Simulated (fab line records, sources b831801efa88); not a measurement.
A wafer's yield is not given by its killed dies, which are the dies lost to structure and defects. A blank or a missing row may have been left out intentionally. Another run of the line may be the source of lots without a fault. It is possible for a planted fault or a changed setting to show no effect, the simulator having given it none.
Matching of chambers / flow gf180mcu / cmp-02 running GF_CONTACT_CMP_04: 4 sister chambers
The step polishes SiO2. 8 wafers are shown with their chamber, then 9 later ones without.

== WAFERS WITH THEIR CHAMBER ==
wafer=L670.5; chamber=1; motor_current_A (A)=10.7; time_to_endpoint_s (s)=111
wafer=L673.4; chamber=1; motor_current_A (A)=10.8; time_to_endpoint_s (s)=116
wafer=L674.5; chamber=3; motor_current_A (A)=12.7; time_to_endpoint_s (s)=103
wafer=L679.2; chamber=0; motor_current_A (A)=11.5; time_to_endpoint_s (s)=95
wafer=L679.6; chamber=2; motor_current_A (A)=11.4; time_to_endpoint_s (s)=111
wafer=L685.1; chamber=0; motor_current_A (A)=11.5; time_to_endpoint_s (s)=102
wafer=L685.2; chamber=3; motor_current_A (A)=13.5; time_to_endpoint_s (s)=90
wafer=L685.4; chamber=2; motor_current_A (A)=11.7; time_to_endpoint_s (s)=109

== WAFERS WITH NO CHAMBER GIVEN ==
wafer=L686.2; motor_current_A (A)=13.7; time_to_endpoint_s (s)=104
wafer=L686.4; motor_current_A (A)=11.4; time_to_endpoint_s (s)=114
wafer=L686.6; motor_current_A (A)=10.8; time_to_endpoint_s (s)=113
wafer=L687.1; motor_current_A (A)=12.0; time_to_endpoint_s (s)=108
wafer=L687.3; motor_current_A (A)=13.1; time_to_endpoint_s (s)=103
wafer=L687.4; motor_current_A (A)=10.4; time_to_endpoint_s (s)=122
wafer=L688.3; motor_current_A (A)=10.9; time_to_endpoint_s (s)=105
wafer=L688.4; motor_current_A (A)=10.8; time_to_endpoint_s (s)=115
wafer=L688.6; motor_current_A (A)=11.4; time_to_endpoint_s (s)=109

== THE CHAMBER EACH PASSED THROUGH ==
wafer=L686.2; from the rows above=3; in truth=3
wafer=L686.4; from the rows above=can't be placed: 2 or 1 or 0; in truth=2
wafer=L686.6; from the rows above=1; in truth=1
wafer=L687.1; from the rows above=can't be placed: 2 or 0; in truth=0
wafer=L687.3; from the rows above=3; in truth=3
wafer=L687.4; from the rows above=1; in truth=1
wafer=L688.3; from the rows above=can't be placed: 1 or 0 or 2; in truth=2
wafer=L688.4; from the rows above=1; in truth=1
wafer=L688.6; from the rows above=can't be placed: 2 or 0 or 1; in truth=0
5 of 9 placed correctly. Can't be placed from these rows: 4 (the true chamber is among the candidates in 4). 0 placed wrongly.
How it was worked out, from the rows above alone: a wafer's distance from a chamber is the root of the sum, over the readings, of the square of ((its reading less the chamber's mean) divided by the reading's scatter). The wafer belongs to the nearest chamber; if the next one is less than 2 further off, it can't be placed. For every chamber, the mean is computed from those of its wafers that are shown. The scatter: the root of (the sum of the squares of (reading less its chamber's mean) over the shown wafers, divided by (wafers less chambers)).
